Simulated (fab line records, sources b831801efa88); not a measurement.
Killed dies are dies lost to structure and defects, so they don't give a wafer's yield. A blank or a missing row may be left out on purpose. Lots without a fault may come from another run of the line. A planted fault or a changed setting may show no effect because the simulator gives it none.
Which tool did it? | flow sky130 | 12 lots, 36 wafers sampled, at 2 steps of a route of 708

WHAT THE GAUGES READ, wafer by wafer
SKY_VT_ADJUST_HVTR_CD_MEAS_07: target cd 380 nm.
lot  | measured     | on        | cd_nm (nm)
L937 | day 9 23:27  | cd_sem-01 | 377.8 376.1 377.7
L939 | day 10 08:46 | cd_sem-02 | 380.3 381.3 376.7
L942 | day 12 01:46 | cd_sem-01 | 385.0 382.1 381.6
L945 | day 12 12:21 | cd_sem-02 | 380.6 381.0 383.9
L944 | day 12 12:40 | cd_sem-01 | 376.4 375.7 377.3
L946 | day 13 02:56 | cd_sem-02 | 381.1 382.5 381.8
L953 | day 15 10:50 | cd_sem-02 | 380.4 380.3 379.9
L951 | day 15 10:49 | cd_sem-01 | 381.2 380.0 381.2
L952 | day 15 11:28 | cd_sem-01 | 381.4 380.0 378.6
L954 | day 16 01:20 | cd_sem-02 | 373.5 375.9 375.4
L955 | day 16 09:19 | cd_sem-01 | 382.9 382.5 383.3
L958 | day 16 18:40 | cd_sem-02 | 380.8 378.3 380.4

WHICH TOOL RAN EACH LOT (tool, then ch and the chambers of the sampled wafers, then the start)
lot  | SKY_VT_ADJUST_LVTN_STRIP_09
L937 | plasma_asher-04 ch 0,1, day 7 07:51
L939 | plasma_asher-03 ch 0,1, day 7 16:48
L942 | plasma_asher-02 ch 0,1, day 9 04:45
L945 | plasma_asher-04 ch 0, day 9 13:15
L944 | plasma_asher-02 ch 0,1, day 9 13:58
L946 | plasma_asher-02 ch 0,1, day 10 02:29
L953 | plasma_asher-02 ch 0,1, day 12 03:56
L951 | plasma_asher-04 ch 0,1, day 12 04:32
L952 | plasma_asher-02 ch 0,1, day 12 04:41
L954 | plasma_asher-03 ch 0,1, day 12 17:55
L955 | plasma_asher-03 ch 0,1, day 13 02:00
L958 | plasma_asher-02 ch 0,1, day 13 09:33
- SKY_VT_ADJUST_LVTN_STRIP_09: strips in O2/N2.

WHAT THE TOOLS THEMSELVES READ (means of the sampled wafers that have a number; where no wafer has one, the mark that the record gives instead)
SKY_VT_ADJUST_LVTN_STRIP_09.
lot  | tool            | drypump_motor_current_A (A) | o2_flow_sccm (sccm) | oes_product_au (a.u.) | strip_time_to_endpoint_s (s)
L937 | plasma_asher-04 | 5.8                         | 3004                | 0.721                 | 36.82
L939 | plasma_asher-03 | 5.5                         | 2995                | 0.721                 | 36.89
L942 | plasma_asher-02 | 5.3                         | 2997                | 0.722                 | 36.86
L945 | plasma_asher-04 | 5.8                         | 3005                | 0.722                 | 36.94
L944 | plasma_asher-02 | 5.7                         | 3007                | 0.725                 | 36.79
L946 | plasma_asher-02 | 5.3                         | 3013                | 0.722                 | 36.73
L953 | plasma_asher-02 | 5.7                         | 2999                | 0.723                 | 36.92
L951 | plasma_asher-04 | 5.8                         | 2995                | 0.723                 | 37.01
L952 | plasma_asher-02 | 5.7                         | 2993                | 0.722                 | 36.95
L954 | plasma_asher-03 | 5.4                         | 3011                | 0.726                 | 36.88
L955 | plasma_asher-03 | 5.4                         | 2999                | 0.725                 | 36.97
L958 | plasma_asher-02 | 5.3                         | 3010                | 0.724                 | 37.09

THE ANSWER, worked out from the rows above alone
Rule: what is usual is taken from the lots themselves. Put in order of their means at a reading, lots are off if they are a third of the lots or fewer, leave a main group of 4 or more, and stand apart from it by a gap of 3 or more times the standard deviation of the main group's means; of several such gaps the widest counts. A main group whose means are all the same, to the digits that the tables above print for the reading, isn't used. A lot without any number at a reading at which 4 lots or more have one is off too. The other lots that the step has rows for count as sound. The gauges are gone through in route order, then the tools' own readings, and for those a lot's mean is taken as printed above. The first step at which some lot is off is used, and at that step the reading that is off furthest; a lot without a number counts as furthest.
No lot is off at any reading shown: from this, nothing can be told.

WHAT THE SIMULATOR HAD PUT IN
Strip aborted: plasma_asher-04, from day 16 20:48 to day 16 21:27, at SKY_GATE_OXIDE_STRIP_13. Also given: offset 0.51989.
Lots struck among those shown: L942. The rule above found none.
